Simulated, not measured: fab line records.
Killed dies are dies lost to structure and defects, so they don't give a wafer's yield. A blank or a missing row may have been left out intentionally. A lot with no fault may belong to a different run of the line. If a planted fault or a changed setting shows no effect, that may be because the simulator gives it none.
Split-lot experiment || flow gf180mcu || 5 lots, 23 wafers read, on a route of 602 steps

== THE SPLIT ==
At GF_M2_SPUTTER_00 (material Ti, target thk 37.5 nm, time 150 s), the setting power w was moved away from the recipe's 4000 W on 10 of the 23 wafers read, by -10.1% to +6.9%. For the rest of the wafers, this setting stayed at what the recipe calls for.

The split's own step is where the reading is taken.

== THE READING ==
Ti_of_M2_SPUTTER_00.thk nm (the simulator's own value, which no gauge read), in nm, at GF_M2_SPUTTER_00 (material Ti, target thk 37.5 nm, time 150 s). The file gives no usual value for it. Here, 13 wafers ran the recipe; their average is 37.44 nm with a standard deviation of 0.24 nm.

{"wafer": "L074.1", "tool, chamber at the split": "pvd sputter-02, -", "power w as run, W": 3595, "against the recipe": "-10.1%", "Ti_of_M2_SPUTTER_00.thk nm, nm": 32.93, "against lot-mates on the recipe": -4.36}
{"wafer": "L074.3", "tool, chamber at the split": "pvd sputter-02, -", "power w as run, W": 3595, "against the recipe": "-10.1%", "Ti_of_M2_SPUTTER_00.thk nm, nm": 33.2, "against lot-mates on the recipe": -4.09}
{"wafer": "L074.4", "tool, chamber at the split": "pvd sputter-02, -", "power w as run, W": 3595, "against the recipe": "-10.1%", "Ti_of_M2_SPUTTER_00.thk nm, nm": 33.87, "against lot-mates on the recipe": -3.42}
{"wafer": "L074.5", "tool, chamber at the split": "pvd sputter-02, -", "power w as run, W": 4000, "against the recipe": "recipe", "Ti_of_M2_SPUTTER_00.thk nm, nm": 37.55, "against lot-mates on the recipe": "-"}
{"wafer": "L074.6", "tool, chamber at the split": "pvd sputter-02, -", "power w as run, W": 4000, "against the recipe": "recipe", "Ti_of_M2_SPUTTER_00.thk nm, nm": 37.03, "against lot-mates on the recipe": "-"}
{"wafer": "L076.1", "tool, chamber at the split": "pvd sputter-03, -", "power w as run, W": 4000, "against the recipe": "recipe", "Ti_of_M2_SPUTTER_00.thk nm, nm": 37.67, "against lot-mates on the recipe": "-"}
{"wafer": "L076.4", "tool, chamber at the split": "pvd sputter-03, -", "power w as run, W": 4000, "against the recipe": "recipe", "Ti_of_M2_SPUTTER_00.thk nm, nm": 37.47, "against lot-mates on the recipe": "-"}
{"wafer": "L076.5", "tool, chamber at the split": "pvd sputter-03, -", "power w as run, W": 4000, "against the recipe": "recipe", "Ti_of_M2_SPUTTER_00.thk nm, nm": 37.09, "against lot-mates on the recipe": "-"}
{"wafer": "L080.1", "tool, chamber at the split": "pvd sputter-03, -", "power w as run, W": 4277, "against the recipe": "+6.9%", "Ti_of_M2_SPUTTER_00.thk nm, nm": 39.82, "against lot-mates on the recipe": "+2.17"}
{"wafer": "L080.2", "tool, chamber at the split": "pvd sputter-03, -", "power w as run, W": 4000, "against the recipe": "recipe", "Ti_of_M2_SPUTTER_00.thk nm, nm": 37.86, "against lot-mates on the recipe": "-"}
{"wafer": "L080.4", "tool, chamber at the split": "pvd sputter-03, -", "power w as run, W": 4277, "against the recipe": "+6.9%", "Ti_of_M2_SPUTTER_00.thk nm, nm": 40.11, "against lot-mates on the recipe": "+2.46"}
{"wafer": "L080.5", "tool, chamber at the split": "pvd sputter-03, -", "power w as run, W": 4000, "against the recipe": "recipe", "Ti_of_M2_SPUTTER_00.thk nm, nm": 37.49, "against lot-mates on the recipe": "-"}
{"wafer": "L080.6", "tool, chamber at the split": "pvd sputter-03, -", "power w as run, W": 4000, "against the recipe": "recipe", "Ti_of_M2_SPUTTER_00.thk nm, nm": 37.61, "against lot-mates on the recipe": "-"}
{"wafer": "L083.1", "tool, chamber at the split": "pvd sputter-02, -", "power w as run, W": 4236, "against the recipe": "+5.9%", "Ti_of_M2_SPUTTER_00.thk nm, nm": 39.35, "against lot-mates on the recipe": "+1.90"}
{"wafer": "L083.2", "tool, chamber at the split": "pvd sputter-02, -", "power w as run, W": 4000, "against the recipe": "recipe", "Ti_of_M2_SPUTTER_00.thk nm, nm": 37.29, "against lot-mates on the recipe": "-"}
{"wafer": "L083.3", "tool, chamber at the split": "pvd sputter-02, -", "power w as run, W": 4236, "against the recipe": "+5.9%", "Ti_of_M2_SPUTTER_00.thk nm, nm": 38.99, "against lot-mates on the recipe": "+1.54"}
{"wafer": "L083.4", "tool, chamber at the split": "pvd sputter-02, -", "power w as run, W": 4000, "against the recipe": "recipe", "Ti_of_M2_SPUTTER_00.thk nm, nm": 37.61, "against lot-mates on the recipe": "-"}
{"wafer": "L083.6", "tool, chamber at the split": "pvd sputter-02, -", "power w as run, W": 4236, "against the recipe": "+5.9%", "Ti_of_M2_SPUTTER_00.thk nm, nm": 39.17, "against lot-mates on the recipe": "+1.72"}
{"wafer": "L085.1", "tool, chamber at the split": "pvd sputter-03, -", "power w as run, W": 4000, "against the recipe": "recipe", "Ti_of_M2_SPUTTER_00.thk nm, nm": 37.16, "against lot-mates on the recipe": "-"}
{"wafer": "L085.2", "tool, chamber at the split": "pvd sputter-03, -", "power w as run, W": 4000, "against the recipe": "recipe", "Ti_of_M2_SPUTTER_00.thk nm, nm": 37.33, "against lot-mates on the recipe": "-"}
{"wafer": "L085.4", "tool, chamber at the split": "pvd sputter-03, -", "power w as run, W": 4180, "against the recipe": "+4.5%", "Ti_of_M2_SPUTTER_00.thk nm, nm": 38.79, "against lot-mates on the recipe": "+1.42"}
{"wafer": "L085.5", "tool, chamber at the split": "pvd sputter-03, -", "power w as run, W": 4180, "against the recipe": "+4.5%", "Ti_of_M2_SPUTTER_00.thk nm, nm": 38.71, "against lot-mates on the recipe": "+1.34"}
{"wafer": "L085.6", "tool, chamber at the split": "pvd sputter-03, -", "power w as run, W": 4000, "against the recipe": "recipe", "Ti_of_M2_SPUTTER_00.thk nm, nm": 37.61, "against lot-mates on the recipe": "-"}

THE FIT
A straight line over all 23 wafers: Ti_of_M2_SPUTTER_00.thk nm changes by +0.371 nm for each +1% of power w; r = +0.99; the points scatter about the line by 0.32 nm.
The same after taking each lot's own level away (the mean of its wafers on the recipe; 23 wafers): +0.358 nm for each +1%; r = +0.99; scatter 0.28 nm.
Per that fit: largest power w move, reading shift of 3.6 nm.
The lots' own levels span 37.290 to 37.653 nm, that is 1.5 times the standard deviation above.
The two slopes are in agreement: the lot-to-lot level therefore moves the slope only a little.
Check: for one of the wafers moved furthest among these (-10.1%), held out of the fit, the line's prediction against its lot-mates is -3.55 nm. Against them it came out at -4.36 nm.

== OTHER SPLITS ON THESE WAFERS ==
Before the reading, these wafers also passed through other splits. Each is held against what the fit with the lots' levels taken away leaves over:
{"other split on the same wafers": "GF_V1_COAT_09 resist thk nm", "wafers away from the commonest value": 11, "r with Ti_of_M2_SPUTTER_00.thk nm (lot level and that fit taken away)": -0.16}
{"other split on the same wafers": "GF_V1_SOFTBAKE_10 temp c", "wafers away from the commonest value": 3, "r with Ti_of_M2_SPUTTER_00.thk nm (lot level and that fit taken away)": -0.19}

== FILE'S OWN FIT ==
Ti_of_M2_SPUTTER_00.thk nm changes by +0.352 nm for each +1% of power w, r = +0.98.
